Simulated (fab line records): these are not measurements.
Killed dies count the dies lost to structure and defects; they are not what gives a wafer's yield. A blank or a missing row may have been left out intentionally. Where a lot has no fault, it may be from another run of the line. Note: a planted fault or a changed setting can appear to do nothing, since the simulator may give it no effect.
The same fault as seen by 2 desks / flow gf180mcu / what lay behind the numbers comes last; until then each desk has only its own

FROM THE METROLOGY DESK
Lot by lot, what the gauges showed, no matter which tool ran the lot: averages of those sampled wafers that carry a number. Marked OUT: a lot whose mean sits more than 4 standard deviations from the usual mean, which makes it out of limits; the brackets give that distance.
Columns: A = V3_CVD_00_THK at GF_V3_THK_MEAS_01, usual 602 nm; B = cdNm at GF_M4_CD_MEAS_14, usual 279.9 nm
lot=L537; first seen here=day 21 02:59; A=587; B=279.2
lot=L538; first seen here=day 21 17:32; A=603; B=279.5
lot=L539; first seen here=day 21 23:13; A=599; B=280.2
lot=L540; first seen here=day 22 09:19; A=603; B=278.4
lot=L541; first seen here=day 22 22:51; A=608; B=279.8
lot=L542; first seen here=day 23 12:10; A=601; B=280.0
lot=L543; first seen here=day 23 15:02; A=603; B=280.0
lot=L544; first seen here=day 23 19:20; A=599; B=279.3
lot=L546; first seen here=day 24 10:44; A=609; B=280.6
lot=L548; first seen here=day 25 06:59; A=595; B=280.5
lot=L550; first seen here=day 26 03:23; A=605; B=280.8
lot=L555; first seen here=day 27 17:01; A=608; B=278.8
lot=L556; first seen here=day 27 23:17; A=606; B=279.3
lot=L557; first seen here=day 28 00:06; A=603; B=279.5
This desk's verdict: no lot among the 14 shows anything out of limits.

AT THE TOOL OWNER'S DESK: rieMetal-04
The tool's own readings at GF_M3_METAL_ETCH_16 (etches the open film in Cl2/BCl3, stops on SiO2, target depth 627.5 nm, time 104.6 s): means of the sampled wafers that have a number, for each lot that ran on this tool. Marked OUT: a lot whose mean sits more than 4 standard deviations from the usual mean, which makes it out of limits; the brackets give that distance.
Columns: A = drypumpMotorCurrentA at GF_M3_METAL_ETCH_16, usual 5.6 A; B = oesProductAu at GF_M3_METAL_ETCH_16, usual 0.973 a.u.; C = rfFwdPowerW at GF_M3_METAL_ETCH_16, usual 794.8 W; D = throttleValvePct at GF_M3_METAL_ETCH_16, usual 28.248 %
lot=L539; first seen here=day 21 22:27; A=5.6; B=0.964; C=796.5; D=28.253
lot=L540; first seen here=day 22 08:36; A=5.9; B=0.966; C=794.7; D=28.255
lot=L541; first seen here=day 22 22:06; A=5.5; B=0.973; C=795.1; D=28.258
lot=L543; first seen here=day 23 14:20; A=5.9; B=0.968; C=795.9; D=28.254
lot=L548; first seen here=day 25 06:10; A=6.2; B=0.974; C=794.0; D=28.244
lot=L555; first seen here=day 27 16:19; A=5.9; B=0.907 (-11) OUT; C=666.7 (-61) OUT; D=28.318 (+6.4) OUT
lot=L557; first seen here=day 27 23:22; A=6.2; B=0.915 (-10) OUT; C=667.9 (-60) OUT; D=28.314 (+6.0) OUT
This desk finds L555, L557 out of limits, L555 being first, at day 27 16:19 (oesProductAu at GF_M3_METAL_ETCH_16). In limits: L539, L540, L541, L543, L548.

ALL TOGETHER
The tool owner's desk could have raised an alarm at day 27 16:19, on L555, L557.
From the metrology desk's view, nothing was out of limits.
The metrology desk has L555, L557 on record, within its limits.
Every lot named ran GF_M3_METAL_ETCH_16 on rieMetal-04.

WHAT THE SIMULATOR HAD INSERTED
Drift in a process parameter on rieMetal-04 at GF_M3_METAL_ETCH_16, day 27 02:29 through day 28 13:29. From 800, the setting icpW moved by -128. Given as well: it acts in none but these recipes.
Lots struck among those shown: L555, L557.
How many hours passed from the start of the fault until each desk's first out-of-limits reading: the tool owner's desk, 14.
